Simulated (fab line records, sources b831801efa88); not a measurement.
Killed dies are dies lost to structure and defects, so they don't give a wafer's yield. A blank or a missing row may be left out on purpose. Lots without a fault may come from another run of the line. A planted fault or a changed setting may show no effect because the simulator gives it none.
A struck lot beside a sound one | flow sky130 | 14 steps out of a route of 708
Sound: wafers L212.1, L212.3, L212.4. Struck: wafers L209.1, L209.2, L209.6. The cause comes at the end.
At each step with rows: each side's tool, then ch and its chambers, then its first start. Under that, the readings that differ: sound wafers | struck wafers | difference of the means | sigmas: that difference in standard deviations of wafers without a fault.
alike: readings whose means differ by less than 2 such deviations, and words and numbers that are the same on both sides. not compared: withheld readings, readings that some wafer has no value for, bounds like >300 that may hide the same value, and numbers for which the record gives no deviation and whose values overlap.
The two part at a step that has a row with sigmas, a row that says differs or no value, or rows on one side only. Numbers that don't overlap but have no deviation are shown without sigmas and don't part them. A reading that every wafer of one side lacks parts them only if that side has two wafers or more.

SKY_VIA3_CD_MEAS_12: target cd 200 nm.
  sound on cd_sem-01, day 45 02:02; struck on cd_sem-01, day 44 02:47
  alike: cd_nm
SKY_VIA3_OVL_MEAS_13:
  sound on overlay-02, day 45 02:10; struck on overlay-02, day 44 02:55
  alike: VIA3_OVL
SKY_VIA3_ETCH_14: etches BARC in N2/H2, stops on SiO2, time 45.9 s, target depth 60 nm.
  sound on rie_diel-01 ch 0,1,2, day 45 02:11; struck on rie_diel-02 ch 0,3, day 44 02:56
  alike: drypump_motor_current_A, oes_product_au, throttle_valve_pct
  not compared: rf_hours_counter_h
SKY_VIA3_ETCH_15: etches SiO2 in C4F8/O2/Ar, stops on TiN, target depth 507 nm, time 78 s.
  sound on rie_diel-01 ch 0,1,2, day 45 02:14; struck on rie_diel-02 ch 0,3, day 44 02:59
  alike: oes_product_au
  not compared: rf_hours_counter_h
SKY_VIA3_STRIP_16: strips in O2/N2.
  sound on plasma_asher-01 ch 0,1, day 45 02:22; struck on plasma_asher-01 ch 0,1, day 44 03:02
  alike: drypump_motor_current_A, oes_product_au, strip_time_to_endpoint_s
  not compared: rf_hours_counter_h
then, 3 steps without rows for these wafers: SKY_VIA3_STRIP_17 (strips in post etch residue remover, time 1200 s); SKY_VIA3_CLEAN_18 (cleans in IPA, time 180 s); SKY_VIA3_CLEAN_19 (cleans in O3/DIW).
SKY_VIA3_SPUTTER_20: material TiN, target thk 20 nm, time 80 s.
  sound on pvd_sputter-03, day 45 02:57; struck on pvd_sputter-02, day 44 03:40
  alike: throttle_valve_pct
SKY_VIA3_CVD_21: deposits W, target thk 390 nm, time 117.31 s.
  sound on cvd_w-01 ch 0,1, day 45 03:01; struck on cvd_w-02 ch 0,1, day 44 03:44
  alike: heater_power_w
SKY_VIA3_RS_MEAS_22: measures by four-point-probe.
  sound on film_metro-04, day 45 03:08; struck on film_metro-02, day 44 03:52
  alike: VIA3_W_RS
SKY_VIA3_THK_MEAS_23: measures by xrf.
  sound on film_metro-04, day 45 03:16; struck on film_metro-02, day 44 03:59
  alike: VIA3_W_THK
SKY_VIA3_CMP_24: polishes, stops on SiO2, t overpolish 20 s, target thk 0 nm.
  sound on cmp-01 ch 1,2,3, day 45 03:19; struck on cmp-02 ch 2,3, day 44 04:02
  no value came back on the struck wafers for any of 6 readings (edge_zone_pressure_frac, head_pressure_psi (psi) and others); on the sound wafers edge_zone_pressure_frac reads 0.996 0.994 0.997
  reading                                  | sound           | struck            | difference | sigmas
  model.W_of_VIA3_CVD_21.thk_nm (nm)       | 0 0 0           | 400.6 386.9 384.8 | +390.8     |
  model.SiO2_of_VIA3_HDPCVD_00.thk_nm (nm) | 458.7 461 460.2 | 465.4 466 465.1   | +5.5       |
-- the record jumps here: 6 days lie between the struck wafers' starts before and after (it left off in module VIA3 and takes up again in module PAD_OPEN, whose first step shown is number 708 of the route) --
SKY_PAD_OPEN_PROBE_99:
  sound on prober-02, day 50 05:00; struck on prober-02, day 49 17:44
  reading                  | sound          | struck                                                               | difference                   | sigmas
  hold                     | - - -          | await_dispo/4.0h/scrap await_dispo/4.0h/scrap await_dispo/4.0h/scrap | no value on the sound wafers |
  defect_limited_yield (%) | 83.9 83.3 83.7 | 0 0 0                                                                | -84                          | -44
  killed_at_M0_to_M3       | 33 48 44       | 456 453 445                                                          | +410                         | +59
  killed_dies              | 79 82 80       | 492 492 492                                                          | +412                         | +45
  killed_on_rim            | 17 19 16       | 96 96 96                                                             | +79                          | +22
  sort_bin_3_pad_short (%) | 1.0 1.2 0.4    | 84.3 86.6 80.5                                                       | +82.9                        | +99 or more
  sort_n_pass              | 413 410 412    | 0 0 0                                                                | -412                         | -45
  sort_yield_pct (%)       | 83.9 83.3 83.7 | 0 0 0                                                                | -84                          | -44
  alike: killed_at_M4_up, killed_at_contacts, killed_at_front_end, killed_at_other, killed_open, killed_short, sort_bin_5_function, sort_bin_6_memory

WHERE THEY PART
First at SKY_VIA3_CMP_24; last, within this record, at SKY_PAD_OPEN_PROBE_99.

WHY: what the simulator had put in
Skipped step whole: cmp-02, from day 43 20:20 on, at SKY_VIA3_CMP_24. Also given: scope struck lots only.
